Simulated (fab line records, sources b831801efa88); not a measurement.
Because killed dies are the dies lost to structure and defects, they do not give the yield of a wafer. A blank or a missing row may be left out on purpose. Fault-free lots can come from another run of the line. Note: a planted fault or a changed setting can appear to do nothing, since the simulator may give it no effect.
Which of the tools did it? | flow sky130 | 12 lots with 36 wafers sampled at 5 steps, on a route of 708 steps

== WHAT THE GAUGES READ, wafer by wafer ==
SKY_POLY_GATE_CD_MEAS_22. Usual: 150.5 nm for cdNm, sd 2.
lot  | measured     | on       | cdNm (nm)         | flag
L684 | day 17 12:25 | cdSem-02 | 147.9 147.1 146.3 | 
L685 | day 18 03:34 | cdSem-02 | 150.3 149.7 149.1 | 
L690 | day 19 13:07 | cdSem-01 | 149.0 151.5 148.7 | 
L691 | day 20 03:55 | cdSem-01 | 152.3 146.9 151.3 | 
L695 | day 21 12:50 | cdSem-01 | 148.4 147.6 149.5 | 
L696 | day 21 20:34 | cdSem-01 | 152.7 149.9 149.5 | 
L697 | day 22 06:58 | cdSem-01 | 152.7 149.6 150.8 | 
L699 | day 22 22:14 | cdSem-01 | 151.2 153.4 152.1 | 
L701 | day 23 12:08 | cdSem-01 | 151.9 152.0 152.4 | 
L703 | day 24 11:21 | cdSem-01 | 150.1 152.0 150.1 | 
L704 | day 24 23:01 | cdSem-02 | 151.3 151.6 150.8 | 
L705 | day 25 09:03 | cdSem-01 | 149.0 147.7 148.5 | 

SKY_LDD_P_OVL_MEAS_08. Usual: LDD_P_OVL 0.0 nm, standard deviation 1.6.
lot  | measured     | on         | LDD_P_OVL (nm) | flag
L684 | day 20 03:20 | overlay-02 | 2.5 0.7 2.3    | 
L685 | day 20 18:35 | overlay-01 | 1.2 -0.4 0.9   | 
L690 | day 22 04:02 | overlay-02 | 1.3 0.4 2.5    | 
L691 | day 22 19:07 | overlay-02 | -0.7 -0.1 -0.5 | 
L695 | day 24 02:40 | overlay-01 | 1.6 1.2 1.8    | 
L696 | day 24 10:52 | overlay-01 | -1.5 -2.8 -2.6 | 
L697 | day 24 23:32 | overlay-01 | -3.1 -2.6 -1.5 | 
L699 | day 25 11:19 | overlay-02 | 0.8 -1.3 1.0   | 
L701 | day 26 00:33 | overlay-01 | -1.3 -1.5 -1.6 | 
L703 | day 27 03:22 | overlay-02 | 1.8 3.0 2.9    | 
L704 | day 27 10:43 | overlay-02 | 0.2 0.3 -0.4   | 
L705 | day 27 20:28 | overlay-01 | -1.4 -0.7 -1.3 | 

SKY_LDD_HVP_TW_MEAS_10. Usual: LDD_HVP_TW 454, standard deviation 4.
lot  | measured     | on           | LDD_HVP_TW  | flag
L684 | day 22 17:41 | filmMetro-01 | 458 459 460 | 
L685 | day 23 09:35 | filmMetro-01 | 569 570 564 | OFF
L690 | day 24 17:53 | filmMetro-01 | 565 568 570 | OFF
L691 | day 25 08:08 | filmMetro-03 | 555 556 556 | OFF
L695 | day 26 13:38 | filmMetro-01 | 457 457 457 | 
L696 | day 26 22:55 | filmMetro-01 | 458 458 457 | 
L697 | day 27 10:58 | filmMetro-04 | 455 450 453 | 
L699 | day 27 22:48 | filmMetro-03 | 445 446 446 | 
L701 | day 28 11:43 | filmMetro-01 | 457 457 456 | 
L703 | day 29 13:43 | filmMetro-01 | 458 458 461 | 
L704 | day 29 19:49 | filmMetro-04 | 456 453 453 | 
L705 | day 30 06:27 | filmMetro-04 | 455 454 454 | 

== WHAT TOOL EACH LOT RAN ON (gives the tool, then ch and the chambers of the sampled wafers, and finally the start) ==
lot  | SKY_POLY_GATE_ETCH_17           | SKY_LDD_HVP_IMPLANT_08
L684 | rieSi-02 ch 0,1,2, day 17 10:54 | implanter-03 ch 0, day 22 17:26
L685 | rieSi-01 ch 1,2, day 18 00:13   | implanter-02 ch 0, day 23 08:59
L690 | rieSi-01 ch 0,1,2, day 19 11:33 | implanter-04 ch 0, day 24 17:21
L691 | rieSi-02 ch 0,1,2, day 20 02:24 | implanter-04 ch 0, day 25 07:34
L695 | rieSi-02 ch 0,1,3, day 21 10:01 | implanter-03 ch 0, day 26 13:23
L696 | rieSi-01 ch 0,2, day 21 19:00   | implanter-02 ch 0, day 26 22:42
L697 | rieSi-02 ch 0,1,2, day 22 04:35 | implanter-02 ch 0, day 27 10:45
L699 | rieSi-02 ch 0,2,3, day 22 20:41 | implanter-03 ch 0, day 27 22:34
L701 | rieSi-02 ch 0,2, day 23 10:37   | implanter-02 ch 0, day 28 11:28
L703 | rieSi-02 ch 0,1,2, day 24 09:45 | implanter-03 ch 0, day 29 13:31
L704 | rieSi-01 ch 0,1, day 24 21:30   | implanter-02 ch 0, day 29 19:34
L705 | rieSi-01 ch 0,1, day 25 06:58   | implanter-04 ch 0, day 30 06:12
- SKY_POLY_GATE_ETCH_17: etches poly-Si in HBr/Cl2, stops on SiO2, target depth 180 nm, time 70.5 s.
- SKY_LDD_HVP_IMPLANT_08

== WHAT THE TOOLS THEMSELVES READ (means of the sampled wafers that have a number; where no wafer has one, the mark that the record gives instead) ==
SKY_POLY_GATE_ETCH_17. Usual: HBr_flow_sccm 150.0 sccm, standard deviation 0.47; drypumpMotorCurrentA 5.75 A, standard deviation 0.24; oesProductAu 0.986 a.u., standard deviation 0.0072; throttleValvePct 33.684 %, standard deviation 0.0099.
lot  | tool     | HBr_flow_sccm (sccm) | drypumpMotorCurrentA (A) | oesProductAu (a.u.) | throttleValvePct (%) | flag
L684 | rieSi-02 | 150.3                | 5.71                     | 0.986               | 33.690               | 
L685 | rieSi-01 | 149.6                | 5.97                     | 0.988               | 33.687               | 
L690 | rieSi-01 | 149.9                | 5.90                     | 0.982               | 33.687               | 
L691 | rieSi-02 | 150.4                | 5.71                     | 0.981               | 33.683               | 
L695 | rieSi-02 | 150.5                | 5.58                     | 0.995               | 33.684               | 
L696 | rieSi-01 | 150.1                | 5.77                     | 0.994               | 33.683               | 
L697 | rieSi-02 | 150.1                | 5.72                     | 0.981               | 33.686               | 
L699 | rieSi-02 | 150.4                | 5.83                     | 0.991               | 33.670               | 
L701 | rieSi-02 | 150.0                | 5.95                     | 0.985               | 33.682               | 
L703 | rieSi-02 | 149.6                | 5.71                     | 0.986               | 33.691               | 
L704 | rieSi-01 | 150.1                | 5.93                     | 0.983               | 33.684               | 
L705 | rieSi-01 | 150.3                | 6.01                     | 0.992               | 33.680               | 

SKY_LDD_HVP_IMPLANT_08. Usual: 20.000 for beamEnergyKeV, sd 0.0055.
lot  | tool         | beamEnergyKeV | flag
L684 | implanter-03 | 19.992        | 
L685 | implanter-02 | 20.004        | 
L690 | implanter-04 | 20.001        | 
L691 | implanter-04 | 20.000        | 
L695 | implanter-03 | 19.992        | 
L696 | implanter-02 | 20.002        | 
L697 | implanter-02 | 20.005        | 
L699 | implanter-03 | 19.998        | 
L701 | implanter-02 | 19.999        | 
L703 | implanter-03 | 19.999        | 
L704 | implanter-02 | 19.998        | 
L705 | implanter-04 | 19.996        | 

== THE ANSWER, worked out from the rows above alone ==
Rule: a lot is off if the mean of its wafers that have a number lies more than 3 standard deviations from the usual mean. Also off: a lot with no number at a reading for which 4 or more lots have one. Where the step has rows for the other lots, those lots are counted as sound. Order of review: gauges by route order, followed by the tools' own readings, for which a lot's mean as printed above is used. The first step at which some lot is off is used, and at that step the reading that is off furthest; a lot without a number counts as furthest.
Off: at SKY_LDD_HVP_TW_MEAS_10 (LDD_HVP_TW), L685, L690, L691.
If a tool, at a process step before that reading, ran all the lots that are off and no sound lot after the first of them, it fits. The gauges at SKY_LDD_HVP_TW_MEAS_10 are tried like those tools. Of those tried, none fits.

== WHAT THE SIMULATOR PUT IN ==
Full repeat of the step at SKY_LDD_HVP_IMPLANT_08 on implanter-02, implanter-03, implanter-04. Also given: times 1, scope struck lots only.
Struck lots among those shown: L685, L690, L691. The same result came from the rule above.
